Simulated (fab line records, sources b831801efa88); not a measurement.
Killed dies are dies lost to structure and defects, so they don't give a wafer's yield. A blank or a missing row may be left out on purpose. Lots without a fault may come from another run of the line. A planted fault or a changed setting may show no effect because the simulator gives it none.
A struck lot beside a sound one | flow gf180mcu | 17 steps out of a route of 602
Sound: wafers L544.3, L544.4, L544.6. Struck: wafers L535.2, L535.5, L535.6. The cause comes at the end.
At each step with rows: each side's tool, then ch and its chambers, then its first start. Under that, the readings that differ: sound wafers | struck wafers | difference of the means | sigmas: that difference in standard deviations of wafers without a fault.
alike: readings whose means differ by less than 2 such deviations, and words and numbers that are the same on both sides. not compared: withheld readings, readings that some wafer has no value for, bounds like >300 that may hide the same value, and numbers for which the record gives no deviation and whose values overlap.
The two part at a step that has a row with sigmas, a row that says differs or no value, or rows on one side only. Numbers that don't overlap but have no deviation are shown without sigmas and don't part them. A reading that every wafer of one side lacks parts them only if that side has two wafers or more.

first, 3 steps without rows for these wafers: GF_V4_EXPOSE_11 (exposes mask Via4, target cd 260 nm); GF_V4_PEB_12 (peb time 90 s); GF_V4_DEVELOP_13 (develop time 60 s).
GF_V4_CD_MEAS_14: target cd 260 nm.
  sound on cd_sem-02, day 29 14:43; struck on cd_sem-02, day 27 02:46
  alike: cd_nm
GF_V4_OVL_MEAS_15:
  sound on overlay-01, day 29 14:48; struck on overlay-02, day 27 02:52
  alike: V4_OVL
GF_V4_ETCH_16: etches BARC in N2/H2.
  sound on rie_diel-03 ch 1,2, day 29 14:50; struck on rie_diel-04 ch 0,2, day 27 02:54
  reading                     | sound       | struck      | difference | sigmas
  drypump_motor_current_A (A) | 5.7 5.4 5.7 | 6.3 6.3 6.4 | +0.7       | +2
  alike: oes_product_au, rf_fwd_power_W, throttle_valve_pct
GF_V4_ETCH_17: etches SiO2 in C4F8/O2/Ar, stops on TiN, target depth 630 nm.
  sound on rie_diel-03 ch 1,2; struck on rie_diel-04 ch 0,2
  alike: oes_product_au, rf_fwd_power_W
GF_V4_STRIP_18: strips in O2/N2.
  sound on plasma_asher-03 ch 0,1, day 29 14:59; struck on plasma_asher-01 ch 0,1, day 27 03:02
  alike: drypump_motor_current_A, heater_power_w, oes_product_au
  not compared: rf_hours_counter_h
then, 2 steps without rows for these wafers: GF_V4_STRIP_19 (strips in post etch residue remover, time 1200 s); GF_V4_CLEAN_20 (cleans in DIW).
GF_V4_SPUTTER_21: material Ti, target thk 15 nm, time 80.02 s.
  sound on pvd_sputter-04, day 29 15:30; struck on pvd_sputter-03, day 27 03:35
  reading                | sound          | struck         | difference | sigmas
  throttle_valve_pct (%) | 31.3 31.4 31.2 | 28.2 27.9 30.2 | -2.5       | -2
GF_V4_SPUTTER_22: material TiN, target thk 10 nm, time 40 s.
  sound on pvd_sputter-04, day 29 15:34; struck on pvd_sputter-03, day 27 03:39
  reading                | sound          | struck         | difference | sigmas
  throttle_valve_pct (%) | 31.4 31.4 31.3 | 28.1 28.3 30.1 | -2.5       | -2
GF_V4_CVD_23: deposits W, target thk 350 nm, time 104.9 s.
  sound on cvd_w-02 ch 0,1, day 29 15:38; struck on cvd_w-02 ch 0,1, day 27 03:41
  no value came back on the struck wafers for chamber_pressure_Torr (Torr), heater_power_outer_w (W), heater_power_w (W); on the sound wafers chamber_pressure_Torr (Torr) reads 39.85 40.12 39.90
GF_V4_RS_MEAS_24: measures by four-point-probe.
  sound on film_metro-04, day 29 15:45; struck on film_metro-01, day 27 03:49
  reading          | sound             | struck               | difference | sigmas
  V4_W_RS (ohm/sq) | 0.328 0.326 0.327 | 45.214 44.740 44.806 | +44.593    | +99 or more
GF_V4_THK_MEAS_25: measures by xrf.
  sound on film_metro-04, day 29 15:51; struck on film_metro-01, day 27 03:56
  not compared: V4_W_THK
GF_V4_CMP_26: polishes, stops on SiO2, t overpolish 15 s, target thk 0 nm.
  sound on cmp-02 ch 0,2,3, day 29 15:56; struck on cmp-02 ch 1,2, day 27 04:02
  reading                | sound    | struck | difference | sigmas
  time_to_endpoint_s (s) | 89 82 84 | 0 1 5  | -83        | -21
  alike: motor_current_A
-- the record jumps here: 4 days lie between the struck wafers' starts before and after (it left off in module V4 and takes up again in module PASSIVATION, whose first step shown is number 602 of the route) --
GF_PASSIVATION_PROBE_99:
  the record has rows for the struck wafers here (prober-02, day 31 09:37) and none for the sound ones

WHERE THEY PART
First at GF_V4_ETCH_16; last, within this record, at GF_PASSIVATION_PROBE_99.

WHY: what the simulator had put in
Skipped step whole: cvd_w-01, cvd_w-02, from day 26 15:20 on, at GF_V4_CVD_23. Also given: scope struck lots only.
